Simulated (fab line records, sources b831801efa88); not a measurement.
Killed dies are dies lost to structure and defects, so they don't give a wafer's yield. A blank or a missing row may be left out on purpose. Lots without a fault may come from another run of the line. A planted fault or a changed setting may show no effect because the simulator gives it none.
Chamber matching | flow sky130 | SKY_VIA4_ETCH_12 on rie_diel-04: 4 sister chambers
The step etches SiO2 in C4F8/O2/Ar, stops on TiN, target depth 580 nm. 4 wafers are shown with their chamber, then 9 later ones without.

WAFERS WITH THEIR CHAMBER
wafer  | chamber | bias_w (W)
L081.3 | 2       | 1196
L086.6 | 1       | 1200
L088.5 | 0       | 1203
L088.6 | 3       | 1200

WAFERS WITHOUT THEIR CHAMBER
wafer  | bias_w (W)
L090.4 | 1196
L090.5 | 1195
L090.6 | 1197
L089.2 | 1191
L089.4 | 1193
L089.5 | 1199
L097.1 | 1200
L097.2 | 1197
L097.5 | 1198

WHICH CHAMBER EACH WENT THROUGH
wafer  | from the rows above               | in truth
L090.4 | can't be placed: 2 or 1 or 3      | 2
L090.5 | can't be placed: 2 or 1 or 3      | 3
L090.6 | can't be placed: 2 or 1 or 3      | 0
L089.2 | can't be placed: 2 or 1 or 3      | 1
L089.4 | can't be placed: 2 or 1 or 3      | 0
L089.5 | can't be placed: 1 or 3 or 2 or 0 | 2
L097.1 | can't be placed: 1 or 3 or 0 or 2 | 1
L097.2 | can't be placed: 2 or 1 or 3      | 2
L097.5 | can't be placed: 1 or 2 or 3 or 0 | 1
Placed correctly: 0 of 9. Can't be placed from these rows: 9 (the true chamber is among the candidates in 7). Placed wrongly: 0.
How it was worked out, from the rows above alone: a wafer's distance from a chamber is the root of the sum, over the readings, of the square of ((its reading less the chamber's mean) divided by the reading's scatter). The wafer belongs to the nearest chamber; if the next one is less than 2 further off, it can't be placed. A chamber's mean is the mean of its shown wafers. The scatter: with one shown wafer a chamber, the root of the mean of the squares of how far each hidden wafer lies from its nearest shown one.
